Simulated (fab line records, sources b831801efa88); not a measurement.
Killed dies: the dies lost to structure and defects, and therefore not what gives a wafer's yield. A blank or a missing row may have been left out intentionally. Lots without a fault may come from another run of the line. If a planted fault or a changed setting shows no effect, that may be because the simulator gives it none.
fab line records -- flow sky130
record lots=13, wafers=39, last-day=50
route steps=708 shown VIA1@476 VIA4@651 PASSIVATION@684 PAD_OPEN@707
lots untouched by any fault: they come from a run of this same line in which no faults occurred
start-h: hours from the record's first day to the start of the lot's first wafer shown -- wait-h: how many hours have passed since the lot's step before this one -- " the same as in the row above -- L1.1+2: several wafers, shown together as one row -- - no value present, or no start provided -- * or withheld: withheld -- < > ~ a bound
route shown NAME@n: a module of which the file shows steps, and the number in the route of the first -- usual: the fault-free wafers' mean and standard deviation -- same: alike in all rows -- chamber/n: place in a boat -- sites: readings site by site -- _std_site: standard deviation across them -- _edge_site: inner sites' mean taken away from outer sites' mean -- radius-mm: for every site, how far away it sits from the centre of the wafer -- mask NAME#n: copy n -- behind: the tool/chamber that last shaped the wafer -- hold: reason for holding the lot/hours on hold/outcome of the hold -- device: whichever transistor did not switch (one of n, p or np) -- end of line: the same wafers' tests at the end of the route -- a step given without rows: its recipe and nothing more -- killed: count of dies lost to structure and defects at first sort (not the wafer's yield) -- map: per-die view of a wafer (x killed, . not killed, _ where there is no die)
set.NAME: the run value of the setting; set.NAME@STEP: its run value at that earlier step -- model.NAME: the simulator's own value behind a step, which no gauge read
steps of the route over a sample of lots; a table a step, a row a wafer
services: when a tool's chamber went out of use (start-h, in hours from the record's first day, below 0 if earlier), for how many hours, and the reason
## steps
# step SKY_VIA1_CLEAN_18
# recipe chemistry=IPA, time-s=180, temp-c=25
# same time-s=180
lot.wafer,tool,chamber,start-h,wait-h
L790.3+5+6,wet-bench-02,0,791.31,0.0
L792.1+2+6,wet-bench-01,0,815.38,0.0
L796.1+2+5,wet-bench-01,0,848.96,0.0
L795.2+3+5,wet-bench-03,3,849.96,0.0
L797.1+4+6,wet-bench-02,3,851.23,0.0
L799.3+4+5,wet-bench-02,3,864.63,0.0
L801.2+3+6,wet-bench-02,0,881.13,0.0
L800.2+3+6,wet-bench-02,1,883.60,0.0
L802.1+4+6,wet-bench-03,0,885.08,0.0
L805.2+3+5,wet-bench-02,2,908.83,0.0
L811.1+2+5,wet-bench-03,2,944.65,0.0
L812.2+5+6,wet-bench-02,2,966.93,0.0
L813.1+2+6,wet-bench-01,3,967.63,0.0
# step SKY_VIA4_ETCH_12
# recipe target=SiO2, chemistry=C4F8/O2/Ar, stop-on=TiN, mask-material=NOVOLAK, source-w=1500, bias-w=1200, pressure-mtorr=40, c4f8-flow-sccm=withheld, O2_flow_sccm=6, Ar_flow_sccm=300, time-s=withheld, target-depth-a=5800
# usual chamber-pressure-mTorr=40.01/0.039, oes-product-au=0.926/0.0045
lot.wafer,tool,chamber,start-h,wait-h,chamber-pressure-mTorr,oes-product-au
L790.3,rie-diel-04,1,1002.45,0.0,40.03,0.920
L790.5,rie-diel-04,0,1002.45,0.0,40.03,0.929
L790.6,rie-diel-04,3,1002.45,0.0,40.06,0.934
L792.1,rie-diel-03,3,1023.23,0.0,40.00,0.922
L792.2,rie-diel-03,1,1023.23,0.0,40.01,0.927
L792.6,rie-diel-03,1,1023.23,0.0,39.95,0.925
L796.1,rie-diel-04,2,1052.08,0.0,39.99,0.929
L796.2,rie-diel-04,1,1052.08,0.0,39.99,0.930
L796.5,rie-diel-04,2,1052.08,0.0,40.04,0.933
L795.2,rie-diel-04,3,1053.83,0.0,39.98,0.924
L795.3,rie-diel-04,1,1053.83,0.0,40.01,0.925
L795.5,rie-diel-04,0,1053.83,0.0,39.96,0.928
L797.1,rie-diel-04,1,1055.80,0.0,40.02,0.931
L797.4,rie-diel-04,0,1055.80,0.0,40.03,0.918
L797.6,rie-diel-04,1,1055.80,0.0,40.00,0.926
L799.3,rie-diel-03,0,1062.70,0.0,39.95,0.930
L799.4,rie-diel-03,1,1062.70,0.0,39.98,0.932
L799.5,rie-diel-03,0,1062.70,0.0,39.98,0.921
L801.2,rie-diel-03,0,1079.05,0.0,40.00,0.924
L801.3,rie-diel-03,3,1079.05,0.0,40.00,0.928
L801.6,rie-diel-03,3,1079.05,0.0,40.00,0.923
L800.2,rie-diel-04,0,1081.15,0.0,40.03,0.931
L800.3,rie-diel-04,2,1081.15,0.0,40.06,0.924
L800.6,rie-diel-04,3,1081.15,0.0,39.98,0.933
L802.1,rie-diel-03,1,1085.78,0.0,39.96,0.930
L802.4,rie-diel-03,3,1085.78,0.0,40.04,0.928
L802.6,rie-diel-03,3,1085.78,0.0,39.96,0.928
L805.2,rie-diel-03,0,1101.54,0.0,39.96,0.933
L805.3,rie-diel-03,3,1101.54,0.0,39.98,0.930
L805.5,rie-diel-03,2,1101.54,0.0,40.02,0.925
L811.1,rie-diel-03,2,1132.18,0.0,40.04,0.922
L811.2,rie-diel-03,3,1132.18,0.0,39.99,0.922
L811.5,rie-diel-03,1,1132.18,0.0,40.00,0.924
L812.2,rie-diel-02,1,1149.91,0.0,40.00,0.925
L812.5,rie-diel-02,3,1149.91,0.0,40.02,0.926
L812.6,rie-diel-02,0,1149.91,0.0,39.93,0.927
L813.1,rie-diel-04,2,1150.89,0.0,40.03,0.921
L813.2,rie-diel-04,0,1150.89,0.0,40.06,0.922
L813.6,rie-diel-04,3,1150.89,0.0,39.96,0.933
# step SKY_PASSIVATION_THK_MEAS_03
# recipe reads=Si3N4_of_PASSIVATION_CVD_02
# usual PASSIVATION_CVD_02_THK=538/7.9
lot.wafer,tool,chamber,start-h,wait-h,PASSIVATION_CVD_02_THK[nm]
L790.3,film-metro-01,-,1028.65,-,538
L790.5,film-metro-01,-,1028.65,-,541
L790.6,film-metro-01,-,1028.65,-,536
L792.1,film-metro-01,-,1047.90,-,536
L792.2,film-metro-01,-,1047.90,-,537
L792.6,film-metro-01,-,1047.90,-,544
L796.1,film-metro-02,-,1074.14,-,532
L796.2,film-metro-02,-,1074.14,-,530
L796.5,film-metro-02,-,1074.14,-,544
L795.2,film-metro-02,-,1076.89,-,543
L795.3,film-metro-02,-,1076.89,-,532
L795.5,film-metro-02,-,1076.89,-,547
L797.1,film-metro-02,-,1079.53,-,538
L797.4,film-metro-02,-,1079.53,-,545
L797.6,film-metro-02,-,1079.53,-,537
L799.3,film-metro-04,-,1087.37,-,536
L799.4,film-metro-04,-,1087.37,-,546
L799.5,film-metro-04,-,1087.37,-,539
L801.2,film-metro-02,-,1102.49,-,541
L801.3,film-metro-02,-,1102.49,-,555
L801.6,film-metro-02,-,1102.49,-,546
L800.2,film-metro-02,-,1104.41,-,533
L800.3,film-metro-02,-,1104.41,-,546
L800.6,film-metro-02,-,1104.41,-,548
L802.1,film-metro-01,-,1109.31,-,535
L802.4,film-metro-01,-,1109.31,-,534
L802.6,film-metro-01,-,1109.31,-,543
L805.2,film-metro-02,-,1124.24,-,531
L805.3,film-metro-02,-,1124.24,-,525
L805.5,film-metro-02,-,1124.24,-,553
L811.1,film-metro-02,-,1154.25,-,535
L811.2,film-metro-02,-,1154.25,-,535
L811.5,film-metro-02,-,1154.25,-,549
L812.2,film-metro-04,-,1170.69,-,529
L812.5,film-metro-04,-,1170.69,-,544
L812.6,film-metro-04,-,1170.69,-,555
L813.1,film-metro-04,-,1171.01,-,529
L813.2,film-metro-04,-,1171.01,-,529
L813.6,film-metro-04,-,1171.01,-,537
# step SKY_PAD_OPEN_BOW_MEAS_13
# recipe mode=bow
# usual PAD_OPEN_BOW=48/9.9
lot.wafer,tool,chamber,start-h,wait-h,PAD_OPEN_BOW[um]
L790.3,film-metro-04,-,1073.55,-,53
L790.5,film-metro-04,-,1073.55,-,43
L790.6,film-metro-04,-,1073.55,-,47
L792.1,film-metro-03,-,1092.32,-,50
L792.2,film-metro-03,-,1092.32,-,43
L792.6,film-metro-03,-,1092.32,-,33
L796.1,film-metro-04,-,1117.46,-,48
L796.2,film-metro-04,-,1117.46,-,52
L796.5,film-metro-04,-,1117.46,-,43
L795.2,film-metro-02,-,1119.28,-,42
L795.3,film-metro-02,-,1119.28,-,46
L795.5,film-metro-02,-,1119.28,-,44
L797.1,film-metro-02,-,1122.71,-,62
L797.4,film-metro-02,-,1122.71,-,67
L797.6,film-metro-02,-,1122.71,-,40
L799.3,film-metro-02,-,1130.28,-,51
L799.4,film-metro-02,-,1130.28,-,38
L799.5,film-metro-02,-,1130.28,-,54
L801.2,film-metro-04,-,1143.25,-,44
L801.3,film-metro-04,-,1143.25,-,34
L801.6,film-metro-04,-,1143.25,-,48
L800.2,film-metro-03,-,1144.84,-,48
L800.3,film-metro-03,-,1144.84,-,57
L800.6,film-metro-03,-,1144.84,-,47
L802.1,film-metro-03,-,1149.97,-,53
L802.4,film-metro-03,-,1149.97,-,47
L802.6,film-metro-03,-,1149.97,-,50
L805.2,film-metro-02,-,1162.44,-,57
L805.3,film-metro-02,-,1162.44,-,48
L805.5,film-metro-02,-,1162.44,-,46
L811.1,film-metro-02,-,1189.88,-,42
L811.2,film-metro-02,-,1189.88,-,28
L811.5,film-metro-02,-,1189.88,-,33
L812.2,film-metro-02,-,1203.94,-,38
L812.5,film-metro-02,-,1203.94,-,32
L812.6,film-metro-02,-,1203.94,-,42
L813.1,film-metro-04,-,1204.67,-,42
L813.2,film-metro-04,-,1204.67,-,43
L813.6,film-metro-04,-,1204.67,-,51
# step SKY_PAD_OPEN_PROBE_99
# usual defect-limited-yield=82.4/1.9, killed_at_M0_to_M3=44/7.1, killed_at_M4_up=3.5/2, killed-at-contacts=24/5.3, killed-at-front-end=15/4.8, killed-at-other=0.1/0.35, killed-dies=86/9.3, killed-open=47/7.8, killed-short=39/5.9, sort_bin_3_pad_short=0.8/0.42, sort_bin_5_function=10.3/1.4, sort_bin_6_memory=6.4/1.1, sort_bin_8_speed=0.00/0.034, sort-n-pass=406/9.3, sort-yield-pct=82.4/1.9
# same gross-dies=492, killed-at-back-side=0, sort_bin_4_leakage[%]=0
lot.wafer,tool,chamber,start-h,wait-h,defect-limited-yield[%],killed_at_M0_to_M3,killed_at_M4_up,killed-at-contacts,killed-at-front-end,killed-at-other,killed-dies,killed-open,killed-short,sort_bin_3_pad_short[%],sort_bin_5_function[%],sort_bin_6_memory[%],sort_bin_8_speed[%],sort-n-pass,sort-yield-pct[%]
L790.3,prober-01,-,1073.73,0.2,83.3,36,3,23,20,0,82,48,34,0.8,11.2,4.7,0,410,83.3
L790.5,prober-01,-,1073.83,0.2,82.1,35,4,21,27,1,88,51,37,0.8,10.6,6.5,0,404,82.1
L790.6,prober-01,-,1073.88,0.2,79.1,44,6,36,17,0,103,63,40,1.6,11.6,7.7,0,389,79.1
L792.1,prober-01,-,1092.44,0.1,83.9,40,3,28,8,0,79,46,33,1.6,8.5,5.9,0,413,83.9
L792.2,prober-01,-,1092.49,0.1,83.1,41,2,27,13,0,83,46,37,1.2,11.0,4.7,0,409,83.1
L792.6,prober-01,-,1092.69,0.2,83.9,43,5,23,8,0,79,51,28,1.6,8.9,5.5,0,413,83.9
L801.2,prober-02,-,1143.40,0.1,77.0,80,4,17,12,0,113,28,45,3.3,14.2,5.5,0,379,77.0
L801.3,prober-02,-,1143.45,0.2,73.2,94,2,25,11,0,132,49,34,4.7,16.5,5.7,0,360,73.2
L801.6,prober-02,-,1143.60,0.2,76.0,79,4,23,12,0,118,46,31,4.3,12.0,7.7,0,374,76.0
L800.2,prober-01,-,1144.99,0.1,68.1,120,4,21,12,0,157,53,39,6.1,17.9,7.9,0,335,68.1
L800.3,prober-01,-,1145.04,0.2,68.1,124,3,16,14,0,157,47,32,4.5,19.9,7.5,0,335,68.1
L800.6,prober-01,-,1145.19,0.2,70.3,103,5,19,19,0,146,38,39,6.1,17.3,6.3,0,346,70.3
L802.1,prober-02,-,1150.09,0.1,82.3,51,4,17,15,0,87,40,47,0.2,11.8,5.7,0,405,82.3
L802.4,prober-02,-,1150.24,0.2,81.9,40,6,33,10,0,89,52,37,0.8,10.8,6.5,0,403,81.9
L802.6,prober-02,-,1150.34,0.2,80.5,48,3,32,13,0,96,56,40,0.8,11.2,7.5,0,396,80.5
L805.2,prober-01,-,1162.59,0.1,72.2,95,2,14,26,0,137,43,45,4.1,14.6,9.1,0,355,72.2
L805.3,prober-01,-,1162.64,0.2,71.3,96,1,24,20,0,141,51,42,2.8,19.7,6.1,0,351,71.3
L805.5,prober-01,-,1162.74,0.2,72.6,85,7,20,23,0,135,49,37,5.7,15.4,6.3,0,357,72.6
L811.1,prober-02,-,1190.00,0.1,86.0,37,1,18,13,0,69,37,32,0.6,7.3,6.1,0,423,86.0
L811.2,prober-02,-,1190.05,0.1,79.9,52,1,26,20,0,99,62,37,0.8,11.2,8.1,0.41,391,79.5
L811.5,prober-02,-,1190.20,0.2,82.3,39,2,27,19,0,87,50,37,0.8,11.4,5.5,0,405,82.3
L812.2,prober-02,-,1204.09,0.1,81.5,49,2,25,14,1,91,55,36,0.6,11.0,6.9,0,401,81.5
L812.5,prober-02,-,1204.24,0.2,80.9,59,2,27,6,0,94,51,43,0.2,11.2,7.7,0,398,80.9
L812.6,prober-02,-,1204.29,0.2,80.5,54,4,24,14,0,96,49,47,0.8,10.8,7.9,0,396,80.5
L813.1,prober-02,-,1204.79,0.1,81.5,45,2,32,12,0,91,51,40,0.2,11.2,7.1,0,401,81.5
L813.2,prober-02,-,1204.84,0.1,84.1,35,3,22,18,0,78,52,26,0.4,8.7,6.7,0,414,84.1
L813.6,prober-02,-,1205.04,0.2,81.7,34,3,45,8,0,90,54,36,1.6,8.5,8.1,0,402,81.7
# killed by level:class
L790.3 CONTACT:geometric-particle:open=12 VIA2:geometric-particle:open=7 FIELD_ISO:geometric-particle:short=6 VIA3:geometric-particle:open=6 METAL1:geometric-particle:short=5 LI_CONTACT:geometric-particle:open=4 VIA1:geometric-particle:short=4 VIA1:geometric-particle:open=4
L790.5 CONTACT:geometric-particle:open=9 FIELD_ISO:geometric-particle:short=7 VIA3:geometric-particle:open=7 POLY_GATE:geometric-particle:open=5 VIA1:geometric-particle:open=5 FIELD_ISO:geometric-particle:open=4 LI_CONTACT:geometric-particle:open=4 VIA2:geometric-particle:open=4
L790.6 CONTACT:geometric-particle:open=16 VIA3:geometric-particle:open=10 LI_CONTACT:geometric-particle:open=9 VIA2:geometric-particle:open=8 VIA1:geometric-particle:open=8 FIELD_ISO:geometric-particle:short=7 CONTACT:geometric-particle:short=5 LOCAL_INTERCONNECT:geometric-particle:short=4
L792.1 LI_CONTACT:geometric-particle:open=11 METAL1:geometric-particle:short=11 VIA3:geometric-particle:open=10 LOCAL_INTERCONNECT:geometric-particle:short=6 CONTACT:geometric-particle:open=6 VIA1:geometric-particle:open=6 VIA2:geometric-particle:open=5 POLY_GATE:geometric-particle:open=4
L792.2 CONTACT:geometric-particle:open=12 METAL1:geometric-particle:short=8 VIA1:geometric-particle:short=6 VIA1:geometric-particle:open=6 VIA3:geometric-particle:open=5 POLY_GATE:geometric-particle:open=4 LI_CONTACT:geometric-particle:open=4 VIA3:geometric-particle:short=4
L792.6 VIA1:geometric-particle:open=12 LI_CONTACT:geometric-particle:open=9 VIA2:geometric-particle:open=9 CONTACT:geometric-particle:open=6 VIA3:geometric-particle:open=6 METAL1:geometric-particle:short=5 POLY_GATE:geometric-particle:open=5 VIA1:geometric-particle:short=5
L801.2 VIA1:unspecified=40 METAL1:geometric-particle:short=8 VIA3:geometric-particle:open=8 CONTACT:geometric-particle:open=7 VIA1:geometric-particle:short=7 FIELD_ISO:geometric-particle:short=6 CONTACT:geometric-particle:short=5 VIA2:geometric-particle:open=5
L801.3 VIA1:unspecified=49 LI_CONTACT:geometric-particle:open=12 VIA1:geometric-particle:open=11 METAL1:geometric-particle:short=7 VIA3:geometric-particle:open=6 POLY_GATE:geometric-particle:open=5 VIA2:geometric-particle:open=5 FIELD_ISO:geometric-particle:short=4
L801.6 VIA1:unspecified=41 VIA3:geometric-particle:open=11 CONTACT:geometric-particle:open=10 LI_CONTACT:geometric-particle:open=6 VIA1:geometric-particle:open=6 METAL2:geometric-particle:short=6 VIA2:geometric-particle:open=5 VIA2:geometric-particle:short=5
L800.2 VIA1:unspecified=65 VIA1:geometric-particle:open=17 CONTACT:geometric-particle:open=10 METAL2:geometric-particle:short=9 VIA1:geometric-particle:short=8 FIELD_ISO:geometric-particle:open=5 LI_CONTACT:geometric-particle:open=5 VIA2:geometric-particle:open=5
L800.3 VIA1:unspecified=78 VIA1:geometric-particle:open=12 CONTACT:geometric-particle:open=7 VIA2:geometric-particle:short=7 POLY_GATE:geometric-particle:open=5 VIA1:geometric-particle:short=5 VIA2:geometric-particle:open=5 VIA3:geometric-particle:open=5
L800.6 VIA1:unspecified=69 CONTACT:geometric-particle:open=10 VIA1:geometric-particle:open=7 METAL2:geometric-particle:short=7 VIA2:geometric-particle:open=6 FIELD_ISO:geometric-particle:open=5 FIELD_ISO:geometric-particle:short=5 LOCAL_INTERCONNECT:geometric-particle:short=4
L802.1 VIA1:geometric-particle:open=11 CONTACT:geometric-particle:open=9 VIA1:geometric-particle:short=8 VIA2:geometric-particle:open=7 POLY_GATE:geometric-particle:short=6 METAL2:geometric-particle:short=6 FIELD_ISO:geometric-particle:short=5 VIA3:geometric-particle:open=4
L802.4 LI_CONTACT:geometric-particle:open=15 CONTACT:geometric-particle:open=8 VIA1:geometric-particle:open=8 VIA3:geometric-particle:short=6 VIA2:geometric-particle:open=6 METAL1:geometric-particle:short=5 LOCAL_INTERCONNECT:geometric-particle:short=4 METAL4:geometric-particle:short=4
L802.6 VIA1:geometric-particle:open=11 CONTACT:geometric-particle:open=10 VIA3:geometric-particle:open=9 CONTACT:geometric-particle:short=7 LI_CONTACT:geometric-particle:open=6 VIA2:geometric-particle:open=6 METAL1:geometric-particle:short=5 VIA3:geometric-particle:short=5
L805.2 VIA1:unspecified=49 VIA1:geometric-particle:open=9 POLY_GATE:geometric-particle:short=7 METAL1:geometric-particle:short=7 FIELD_ISO:geometric-particle:short=5 FIELD_ISO:geometric-particle:open=5 LI_CONTACT:geometric-particle:open=5 CONTACT:geometric-particle:open=5
L805.3 VIA1:unspecified=48 VIA1:geometric-particle:open=11 METAL2:geometric-particle:short=11 CONTACT:geometric-particle:open=10 LI_CONTACT:geometric-particle:open=7 CONTACT:geometric-particle:short=5 VIA3:geometric-particle:open=5 FIELD_ISO:geometric-particle:short=4
L805.5 VIA1:unspecified=49 VIA1:geometric-particle:open=14 FIELD_ISO:geometric-particle:short=6 LI_CONTACT:geometric-particle:open=6 VIA3:geometric-particle:open=6 POLY_GATE:geometric-particle:open=5 LOCAL_INTERCONNECT:geometric-particle:short=5 CONTACT:geometric-particle:open=5
L811.1 VIA1:geometric-particle:open=7 VIA1:geometric-particle:short=7 LI_CONTACT:geometric-particle:open=6 CONTACT:geometric-particle:open=6 VIA3:geometric-particle:open=5 SPACER:geometric-particle:short=4 METAL2:geometric-particle:short=4 METAL3:geometric-particle:short=4
L811.2 VIA1:geometric-particle:open=18 CONTACT:geometric-particle:open=9 VIA2:geometric-particle:open=7 POLY_GATE:geometric-particle:open=6 FIELD_ISO:geometric-particle:open=5 FIELD_ISO:geometric-particle:short=5 LI_CONTACT:geometric-particle:open=5 LOCAL_INTERCONNECT:geometric-particle:short=5
L811.5 CONTACT:geometric-particle:open=14 VIA1:geometric-particle:open=9 VIA3:geometric-particle:open=7 VIA1:geometric-particle:short=6 METAL2:geometric-particle:short=5 FIELD_ISO:geometric-particle:short=4 POLY_GATE:geometric-particle:open=4 SPACER:geometric-particle:open=4
L812.2 VIA1:geometric-particle:open=12 LI_CONTACT:geometric-particle:open=8 CONTACT:geometric-particle:open=7 CONTACT:geometric-particle:short=7 VIA2:geometric-particle:open=7 VIA3:geometric-particle:open=6 VIA1:geometric-particle:short=5 METAL2:geometric-particle:short=5
L812.5 VIA1:geometric-particle:open=14 VIA2:geometric-particle:open=13 LI_CONTACT:geometric-particle:open=8 CONTACT:geometric-particle:open=8 CONTACT:geometric-particle:short=6 LI_CONTACT:geometric-particle:short=5 METAL1:geometric-particle:short=5 VIA1:geometric-particle:short=5
L812.6 VIA1:geometric-particle:open=13 VIA2:geometric-particle:open=10 CONTACT:geometric-particle:open=7 VIA1:geometric-particle:short=7 METAL1:geometric-particle:short=6 VIA3:geometric-particle:open=6 CONTACT:geometric-particle:short=5 FIELD_ISO:geometric-particle:short=4
L813.1 CONTACT:geometric-particle:open=11 VIA1:geometric-particle:open=10 CONTACT:geometric-particle:short=9 METAL2:geometric-particle:short=8 VIA3:geometric-particle:open=7 METAL1:geometric-particle:short=7 LI_CONTACT:geometric-particle:open=7 VIA2:geometric-particle:open=4
L813.2 CONTACT:geometric-particle:open=10 VIA1:geometric-particle:open=9 POLY_GATE:geometric-particle:open=8 LI_CONTACT:geometric-particle:open=6 VIA1:geometric-particle:short=5 LOCAL_INTERCONNECT:geometric-particle:short=4 METAL2:geometric-particle:short=4 VIA2:geometric-particle:open=4
L813.6 CONTACT:geometric-particle:open=16 LI_CONTACT:geometric-particle:open=14 CONTACT:geometric-particle:short=7 VIA1:geometric-particle:open=7 LOCAL_INTERCONNECT:geometric-particle:short=6 VIA3:geometric-particle:short=5 VIA3:geometric-particle:open=5 METAL3:geometric-particle:short=4
## services
tool,chamber,start-h,hours,kind
rie-diel-04,-,780.45,1.3,repair
rie-diel-04,0,811.74,2.6,repair
rie-diel-04,-,856.70,0.6,repair
rie-diel-02,2,878.79,4.8,repair
wet-bench-02,-,898.96,2.9,repair
rie-diel-04,3,904.07,4.5,repair
wet-bench-01,-,924.64,13.0,repair
rie-diel-02,1,950.09,3.8,repair
rie-diel-02,1,957.42,1.2,repair
rie-diel-04,-,958.12,0.6,repair
rie-diel-02,3,960.95,2.8,repair
rie-diel-02,1,970.46,3.4,repair
rie-diel-04,3,976.31,7.3,repair
rie-diel-03,0,992.67,10.2,repair
rie-diel-03,-,994.00,24.8,repair
rie-diel-02,2,1002.76,2.9,repair
wet-bench-02,-,1014.29,1.9,repair
rie-diel-03,-,1016.12,1.1,repair
rie-diel-02,0,1021.29,15.8,repair
rie-diel-03,-,1024.45,0.3,repair
rie-diel-03,2,1043.04,19.6,repair
rie-diel-03,2,1065.29,9.8,repair
rie-diel-03,-,1074.38,4.3,pm
wet-bench-03,-,1110.49,84.9,repair
## key
first-sign step=SKY_PAD_OPEN_PROBE_99, reading=sort_bin_3_pad_short, direction=up, sigmas=9.1, usual=0.8, struck=4.6
effect step=SKY_PAD_OPEN_PROBE_99, reading=killed_at_M0_to_M3, direction=up, sigmas=7.5, usual=44, struck=97
met-at SKY_VIA1_CLEAN_18
struck-lots L800,L801,L805
not-acting-at SKY_VIA4_ETCH_12,SKY_PASSIVATION_THK_MEAS_03,SKY_PAD_OPEN_BOW_MEAS_13
onset-between 864.63 881.13
fault kind=chamber-particle-source, tool=wet-bench-02, chamber=-, onset-h=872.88, steps=SKY_VIA1_CLEAN_18, rate-per-visit-cm2=2.1913, end-h=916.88
